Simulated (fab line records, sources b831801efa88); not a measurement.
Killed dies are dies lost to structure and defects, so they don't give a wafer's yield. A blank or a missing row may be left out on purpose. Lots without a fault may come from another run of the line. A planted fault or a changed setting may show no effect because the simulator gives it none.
Problem report in the 8D (eight disciplines) form, filled by code | flow sky130 | the parts of the form that need people (team, actions taken, sign-off) are left out

1. THE PROBLEM
killed_at_front_end at SKY_PAD_OPEN_PROBE_99 reads a mean of 51 on 3 wafers of 3 lots; wafers without a fault read 14 with a standard deviation of 4.2. That is +8.9 standard deviations from the usual mean.
First seen on wafer L805.3, day 47 14:22, on prober-02. The record holds 12 wafers of 4 lots with a number at this step. Rule for "out", or "out of limits": more than 4 standard deviations from the usual mean. The other wafers with a number count as sound.

2. WHAT IT IS AND WHAT IT IS NOT
question                    | is                     | is not
which readings at this step | killed_at_front_end    | killed_at_M0_to_M3, killed_at_M4_up, killed_at_contacts, killed_at_other, killed_on_rim, killed_open, killed_short
which lots                  | L805, L806, L807       | L817
which wafers of those lots  | L805.3, L806.3, L807.6 | L805.2, L805.4, L806.2, L806.6, L807.2, L807.3
read on which tools         | prober-01, prober-02   | -
when                        | from day 47 14:22      | up to then (1 sound wafer); but 8 sound wafers of L805, L806, L807, L817 came after

3. SUSPECTS, AND WHAT RULES EACH OUT
Counting: a tool at a process step up to the reading stays a suspect if it ran every lot that is out. Sound lots after the first of them don't rule it out here, since some wafers of a struck lot are sound.
- plasma_asher-03 at SKY_SD_P_STRIP_10 (strips in O2/N2): kept. It ran every lot that is out, first L805 (day 27 22:20).
- Within plasma_asher-03 at SKY_SD_P_STRIP_10: the wafers that are out ran in chamber 1; their sound lot-mates ran in chamber 0.
Left after counting: plasma_asher-03 at SKY_SD_P_STRIP_10.

4. THE CAUSE (what the simulator had put in)
Chamber particle source: plasma_asher-03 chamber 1, from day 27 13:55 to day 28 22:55, at SKY_SD_P_STRIP_10. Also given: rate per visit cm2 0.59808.
Counting left only this tool.

5. THE CHAIN OF EFFECTS, in route order
Each row: a reading whose mean over the struck wafers that have a number lies more than 3 standard deviations from the usual. Only readings for which the record gives a usual standard deviation are gone through. hours: the time from each lot's start at the first step in this table that gives one to its start at this step, as a median over the lots. sigmas: the change in usual standard deviations.
hours | step                  | reading             | usual | on struck wafers | change | sigmas
0     | SKY_PAD_OPEN_PROBE_99 | killed_at_front_end | 14    | 51               | +37    | +8.9
0     | SKY_PAD_OPEN_PROBE_99 | killed_dies         | 84    | 114              | +30    | +3.3
The process steps in it:
- SKY_PAD_OPEN_PROBE_99

6. WHAT WOULD HAVE CAUGHT IT SOONER
In this record the first reading out of limits was taken at day 47 14:22, 480 hours after the fault began at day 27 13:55.
Of the tool readings at SKY_SD_P_STRIP_10 for which the record gives a usual standard deviation, none was out on any struck wafer, so an alarm limit of 4 standard deviations on them would not have fired.
All the lots that are out (3) had begun SKY_SD_P_STRIP_10 on plasma_asher-03 by day 47 14:22. A hold on the tool at that time would have spared none of them.
